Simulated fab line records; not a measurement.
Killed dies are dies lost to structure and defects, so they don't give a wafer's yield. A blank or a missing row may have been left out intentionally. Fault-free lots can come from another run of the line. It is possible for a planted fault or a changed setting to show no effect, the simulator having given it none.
Problem report, 8D (eight disciplines) form, completed by code | flow gf180mcu | the parts of the form that need people (team, actions taken, sign-off) are left out

== 1. WHAT IS WRONG ==
TOP_METAL_ALCU_THK at GF_TOP_METAL_THK_MEAS_06 reads a mean of 979 nm on 6 wafers of 2 lots; wafers without a fault read 910 nm with a standard deviation of 13. That is +5.3 standard deviations from the usual mean.
The step: measures by xrf.
First seen on wafer L613.2, day 32 16:52, on film-metro-01. At this step, 36 wafers from 12 lots have a number in the record. Rule for "out", or "out of limits": more than 4 standard deviations from the usual mean. The other wafers with a number count as sound.

== 2. WHAT THIS IS AND IS NOT ==
question                    | is                     | is not
which readings at this step | TOP_METAL_ALCU_THK     | -
which lots                  | L613, L614             | L594, L597, L599, L600, L601, L603, L607, L615, L616, L617
which wafers of those lots  | all that have a number | -
read on which gauges        | film-metro-01          | film-metro-02, film-metro-03
when                        | from day 32 16:52      | up to then (21 sound wafers); but 9 sound wafers of L615, L616, L617 came after

== 3. THE SUSPECTS, EACH WITH WHAT RULES IT OUT ==
Counting: a tool at a process step up to the reading stays a suspect if it ran every lot that is out and no sound lot after the first of them.
- the gauge at GF_TOP_METAL_THK_MEAS_06: kept. All the wafers that are out were read on film-metro-01, and no step on other tools shows them out.
- pvd-sputter-04 at GF_TOP_METAL_SPUTTER_01 (material TiN, target thk 30 nm, time 25 s): ruled out as a lasting fault. The sound lots L616, L617 went through it after L613, its earliest lot that is out (day 32 16:37).
- pvd-sputter-04 at GF_TOP_METAL_SPUTTER_04 (material TiN, target thk 25 nm, time 20.8 s): ruled out as a lasting fault. The sound lots L616, L617 went through it after L613, its earliest lot that is out (day 32 16:43).
Left after counting: film-metro-01 at GF_TOP_METAL_THK_MEAS_06.

== 4. THE CAUSE (what the simulator had put in) ==
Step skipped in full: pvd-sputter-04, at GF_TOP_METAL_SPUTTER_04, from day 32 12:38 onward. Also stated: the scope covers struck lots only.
The count ruled it out by mistake, since the rule takes a fault to strike every lot its tool runs from the start of the fault on, and this one did not do so.

== 5. SEQUENCE OF EFFECTS, ordered by route ==
Rows list readings where the struck wafers' mean (over those with a number) sits beyond 3 standard deviations from the usual. Scope: only readings with a usual standard deviation given in the record; hours: median across lots of the time from each lot's start at the first step in this table that gives one to its start at this step; sigmas: change in usual standard deviations.
hours | step                     | reading            | usual  | on struck wafers | change | sigmas
0     | GF_TOP_METAL_THK_MEAS_06 | TOP_METAL_ALCU_THK | 910 nm | 979              | +69    | +5.3
Readings that are blank on the struck wafers while sound wafers have them: cathode-dc-power-W at GF_TOP_METAL_SPUTTER_04; chamber-pressure-pa at GF_TOP_METAL_SPUTTER_04; throttle-valve-pct at GF_TOP_METAL_SPUTTER_04.
At these later measuring or inspecting steps, every struck wafer for which the step has a row has a number for every such reading, and none has moved that far: GF_TOP_METAL_OVL_MEAS_15.

== 6. HOW IT WOULD HAVE BEEN CAUGHT EARLIER ==
In this record the first reading out of limits at a measuring or inspecting step was taken at day 32 16:52, 4 hours after the fault began at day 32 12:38.
At GF_TOP_METAL_SPUTTER_04 the tool's readings are blank on the struck wafers, where sound wafers have them: an empty tool record is the first sign, and it was there at once.
